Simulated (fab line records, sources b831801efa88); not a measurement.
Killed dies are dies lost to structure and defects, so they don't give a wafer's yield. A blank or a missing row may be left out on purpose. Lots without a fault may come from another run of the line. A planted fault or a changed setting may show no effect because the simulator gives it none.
A struck lot beside a sound one | flow sky130 | 46 steps out of a route of 708
Sound: wafers L980.1, L980.2, L980.3. Struck: wafers L972.1, L972.2, L972.5. The cause comes at the end.
At each step with rows: each side's tool, then ch and its chambers, then its first start. Under that, the readings that differ: sound wafers | struck wafers | difference of the means | sigmas: that difference in standard deviations of wafers without a fault.
alike: readings whose means differ by less than 2 such deviations, and words and numbers that are the same on both sides. not compared: withheld readings, readings that some wafer has no value for, bounds like >300 that may hide the same value, and numbers for which the record gives no deviation and whose values overlap.
The two part at a step that has a row with sigmas, a row that says differs or no value, or rows on one side only. Numbers that don't overlap but have no deviation are shown without sigmas and don't part them. A reading that every wafer of one side lacks parts them only if that side has two wafers or more.

first, 6 steps without rows for these wafers: SKY_VT_ADJUST_LVTN_HMDS_01 (prime time 60 s); SKY_VT_ADJUST_LVTN_COAT_02 (resist thk 3000 nm); SKY_VT_ADJUST_LVTN_SOFTBAKE_03; SKY_VT_ADJUST_LVTN_EXPOSE_04 (exposes mask NWM COMPLEMENT LESS NATIVE, target cd 840 nm); SKY_VT_ADJUST_LVTN_PEB_05; SKY_VT_ADJUST_LVTN_DEVELOP_06 (develop time 60 s).
SKY_VT_ADJUST_LVTN_OVL_MEAS_07:
  sound on overlay-02, day 12 16:20; struck on overlay-02, day 10 18:30
  alike: VT_ADJUST_LVTN_OVL
then, 1 step without rows for these wafers: SKY_VT_ADJUST_LVTN_IMPLANT_08.
SKY_VT_ADJUST_LVTN_STRIP_09: strips in O2/N2.
  sound on plasma_asher-02 ch 0,1, day 12 16:31; struck on plasma_asher-02 ch 0,1, day 10 18:41
  alike: drypump_motor_current_A, oes_product_au, strip_time_to_endpoint_s
  not compared: rf_hours_counter_h
SKY_VT_ADJUST_LVTN_TW_MEAS_10:
  sound on film_metro-03, day 12 16:37; struck on film_metro-02, day 10 18:47
  alike: VT_ADJUST_LVTN_TW
then, 2 steps without rows for these wafers: SKY_VT_ADJUST_LVTN_DEHYDRATE_11 (time 60 s); SKY_VT_ADJUST_LVTN_HMDS_12 (prime time 60 s).
SKY_VT_ADJUST_LVTN_COAT_13: resist thk 1140 nm.
  sound on litho_track-02 ch 0, day 13 05:12; struck on litho_track-02, day 11 06:18
  no value came back on the struck wafers for chill_plate_temp_C (C), dispense_pressure_kPa (kPa), spin_speed_rpm (rpm); on the sound wafers chill_plate_temp_C (C) reads 22.76 22.78 22.74
then, 4 steps without rows for these wafers: SKY_VT_ADJUST_LVTN_SOFTBAKE_14 (time 60 s); SKY_VT_ADJUST_LVTN_EXPOSE_15 (exposes mask HVN STD DERIVED, target cd 600 nm); SKY_VT_ADJUST_LVTN_PEB_16; SKY_VT_ADJUST_LVTN_DEVELOP_17 (develop time 60 s).
SKY_VT_ADJUST_LVTN_OVL_MEAS_18:
  sound on overlay-01, day 13 17:26; struck on overlay-01, day 11 18:05
  reading                    | sound          | struck | difference                    | sigmas
  VT_ADJUST_LVTN_01_OVL (nm) | -1.3 -1.1 -1.6 | - - -  | no value on the struck wafers |
then, 1 step without rows for these wafers: SKY_VT_ADJUST_LVTN_IMPLANT_19.
SKY_VT_ADJUST_LVTN_STRIP_20: strips in O2/N2.
  sound on plasma_asher-04 ch 0,1, day 13 17:38; struck on plasma_asher-04 ch 0,1, day 11 18:17
  no value came back on the struck wafers for oes_product_au (a.u.), strip_time_to_endpoint_s (s); on the sound wafers oes_product_au (a.u.) reads 0.714 0.709 0.717
  alike: drypump_motor_current_A
  not compared: rf_hours_counter_h
SKY_VT_ADJUST_LVTN_TW_MEAS_21:
  sound on film_metro-02, day 13 17:44; struck on film_metro-03, day 11 18:23
  alike: VT_ADJUST_LVTN_2_TW
then, 7 steps without rows for these wafers: SKY_VT_ADJUST_NCORE_DEHYDRATE_00 (time 60 s); SKY_VT_ADJUST_NCORE_HMDS_01 (prime time 60 s); SKY_VT_ADJUST_NCORE_COAT_02 (resist thk 1140 nm); SKY_VT_ADJUST_NCORE_SOFTBAKE_03 (time 60 s); SKY_VT_ADJUST_NCORE_EXPOSE_04 (exposes mask LVTN COMPLEMENT THIN, target cd 380 nm); SKY_VT_ADJUST_NCORE_PEB_05; SKY_VT_ADJUST_NCORE_DEVELOP_06 (develop time 60 s).
SKY_VT_ADJUST_NCORE_CD_MEAS_07: target cd 380 nm.
  sound on cd_sem-01, day 14 18:19; struck on cd_sem-02, day 12 18:02
  alike: cd_nm
SKY_VT_ADJUST_NCORE_OVL_MEAS_08:
  sound on overlay-01, day 14 18:26; struck on overlay-01, day 12 18:09
  alike: VT_ADJUST_NCORE_OVL
then, 1 step without rows for these wafers: SKY_VT_ADJUST_NCORE_IMPLANT_09.
SKY_VT_ADJUST_NCORE_STRIP_10: strips in O2/N2.
  sound on plasma_asher-03 ch 0,1, day 14 18:37; struck on plasma_asher-03 ch 0,1, day 12 18:20
  alike: drypump_motor_current_A, oes_product_au, strip_time_to_endpoint_s
  not compared: rf_hours_counter_h
SKY_VT_ADJUST_NCORE_TW_MEAS_11:
  sound on film_metro-01, day 14 18:43; struck on film_metro-01, day 12 18:26
  reading            | sound             | struck            | difference | sigmas
  VT_ADJUST_NCORE_TW | 219.6 221.6 220.9 | 251.1 251.6 252.9 | +31.2      | +12
then, 7 steps without rows for these wafers: SKY_VT_ADJUST_HVTR_DEHYDRATE_00 (time 60 s); SKY_VT_ADJUST_HVTR_HMDS_01 (prime time 60 s); SKY_VT_ADJUST_HVTR_COAT_02 (resist thk 1140 nm); SKY_VT_ADJUST_HVTR_SOFTBAKE_03 (time 60 s); SKY_VT_ADJUST_HVTR_EXPOSE_04 (exposes mask HVTRM, target cd 380 nm); SKY_VT_ADJUST_HVTR_PEB_05; SKY_VT_ADJUST_HVTR_DEVELOP_06 (develop time 60 s).
SKY_VT_ADJUST_HVTR_CD_MEAS_07: target cd 380 nm.
  sound on cd_sem-02, day 15 20:11; struck on cd_sem-01, day 13 19:19
  alike: cd_nm
SKY_VT_ADJUST_HVTR_OVL_MEAS_08:
  sound on overlay-02, day 15 20:18; struck on overlay-01, day 13 19:26
  alike: VT_ADJUST_HVTR_OVL
SKY_VT_ADJUST_HVTR_TW_MEAS_11:
  sound on film_metro-01, day 15 20:35; struck on film_metro-03, day 13 19:43
  reading           | sound             | struck            | difference | sigmas
  VT_ADJUST_HVTR_TW | 214.1 214.9 215.1 | 240.0 239.0 239.3 | +24.7      | +10
SKY_VT_ADJUST_PCH_TW_MEAS_10:
  sound on film_metro-02, day 17 01:02; struck on film_metro-02, day 14 21:32
  reading          | sound             | struck            | difference | sigmas
  VT_ADJUST_PCH_TW | 140.4 141.8 141.2 | 203.5 204.9 204.2 | +63.1      | +42
SKY_SONOS_TUNNEL_TW_MEAS_12:
  sound on film_metro-02, day 18 06:55; struck on film_metro-02, day 15 23:34
  reading         | sound             | struck            | difference | sigmas
  SONOS_TUNNEL_TW | 195.7 195.1 196.2 | 232.1 232.8 231.0 | +36.3      | +21
-- the record jumps here: 33 days lie between the struck wafers' starts before and after (it left off in module SONOS_TUNNEL and takes up again in module PAD_OPEN, whose first step shown is number 708 of the route) --
SKY_PAD_OPEN_PROBE_99:
  sound on prober-01, day 50 10:19; struck on prober-01, day 49 03:56
  reading                                   | sound                         | struck                        | difference | sigmas
  model.etest.nfet_16v.r_on_ohm_um          | 1.385e+04 1.376e+04 1.398e+04 | 1.504e+04 1.496e+04 1.488e+04 | +1.097e+03 |
  model.etest.res_pwde_under_gate.rs_ohm_sq | 6256 6218 6198                | 5562 5600 5581                | -643       |
  model.etest.pfet_g5v0d10v5.r_on_ohm_um    | 4722 4663 4768                | 4405 4339 4380                | -343       |
  model.etest.tip_p.rs_ohm_sq               | 6836 6878 6859                | 6751 6758 6771                | -98        |
  model.etest.tip_sonos.rs_ohm_sq           | 2706 2671 2696                | 2815 2783 2759                | +95        |
  model.etest.tip_p_5v.rs_ohm_sq            | 2881 2900 2904                | 2760 2773 2770                | -127       |
  model.etest.nfet_05v0_nvt.drive_ua_um     | 579.6 581.4 573.3             | 543.6 542 553.5               | -31.7      |
  model.etest.sonos_uncharged.r_on_ohm_um   | 809.4 798.9 819.1             | 840.2 822.2 837.7             | +24.2      |

WHERE THEY PART
First at SKY_VT_ADJUST_LVTN_COAT_13; last, within this record, at SKY_SONOS_TUNNEL_TW_MEAS_12.

WHY: what the simulator had put in
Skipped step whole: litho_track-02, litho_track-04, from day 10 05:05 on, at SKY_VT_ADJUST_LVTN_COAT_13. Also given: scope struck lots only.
